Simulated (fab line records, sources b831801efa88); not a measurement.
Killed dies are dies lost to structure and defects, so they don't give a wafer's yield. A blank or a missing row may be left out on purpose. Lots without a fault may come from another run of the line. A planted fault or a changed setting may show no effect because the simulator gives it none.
Chamber matching | flow sky130 | SKY_CONTACT_ETCH_16 on rie_diel-04: 4 sister chambers
The step etches BARC in N2/H2, stops on SiO2, time 45.9 s, target depth 60 nm. 14 wafers are shown with their chamber, then 7 later ones without.

WAFERS WITH THEIR CHAMBER
wafer  | chamber | drypump_motor_current_A (A) | oes_product_au (a.u.) | h2_flow_sccm (sccm)
L501.2 | 3       | 5.1                         | 0.857                 | 200.3
L501.3 | 0       | 4.8                         | 0.849                 | 200.2
L501.6 | 2       | 6.2                         | 0.860                 | 199.9
L502.1 | 2       | 6.1                         | 0.855                 | 200.9
L502.5 | 1       | 5.6                         | 0.862                 | 199.7
L502.6 | 2       | 6.1                         | 0.860                 | 199.8
L505.2 | 0       | 4.8                         | 0.850                 | 200.7
L505.4 | 1       | 5.6                         | 0.851                 | 200.2
L505.6 | 0       | 4.8                         | 0.854                 | 200.4
L507.4 | 0       | 4.8                         | 0.858                 | 200.2
L507.5 | 1       | 5.6                         | 0.856                 | 200.0
L507.6 | 0       | 4.8                         | 0.853                 | 199.5
L510.1 | 1       | 5.6                         | 0.861                 | 199.8
L510.2 | 3       | 5.1                         | 0.862                 | 200.5

SIGNATURES (means of the wafers above)
reading                 | chamber 0 | chamber 1 | chamber 2 | chamber 3 | scatter within a chamber
drypump_motor_current_A | 4.800     | 5.600     | 6.133     | 5.100     | 0.0258
oes_product_au          | 0.85280   | 0.85750   | 0.85833   | 0.85950   | 0.00396
h2_flow_sccm            | 200.200   | 199.925   | 200.200   | 200.400   | 0.411
Rule: a wafer's distance from a chamber is the root of the sum, over the readings, of the square of ((its reading less the chamber's mean) divided by the reading's scatter). The wafer belongs to the nearest chamber; if the next one is less than 2 further off, it can't be placed. The scatter: the root of (the sum of the squares of (reading less its chamber's mean) over the shown wafers, divided by (wafers less chambers)).

WAFERS WITHOUT THEIR CHAMBER
wafer  | drypump_motor_current_A (A) | oes_product_au (a.u.) | h2_flow_sccm (sccm)
L510.5 | 5.6                         | 0.857                 | 200.1
L511.1 | 5.1                         | 0.852                 | 200.2
L511.2 | 5.6                         | 0.846                 | 199.7
L511.4 | 5.1                         | 0.852                 | 200.1
L521.3 | 5.1                         | 0.855                 | 199.9
L521.4 | 4.8                         | 0.842                 | 199.8
L521.6 | 5.1                         | 0.857                 | 200.3

WHICH CHAMBER EACH WENT THROUGH
wafer  | from the rows above | in truth
L510.5 | 1                   | 1
L511.1 | 3                   | 3
L511.2 | 1                   | 1
L511.4 | 3                   | 3
L521.3 | 3                   | 3
L521.4 | 0                   | 0
L521.6 | 3                   | 3
Placed correctly: 7 of 7. Can't be placed from these rows: 0. Placed wrongly: 0.
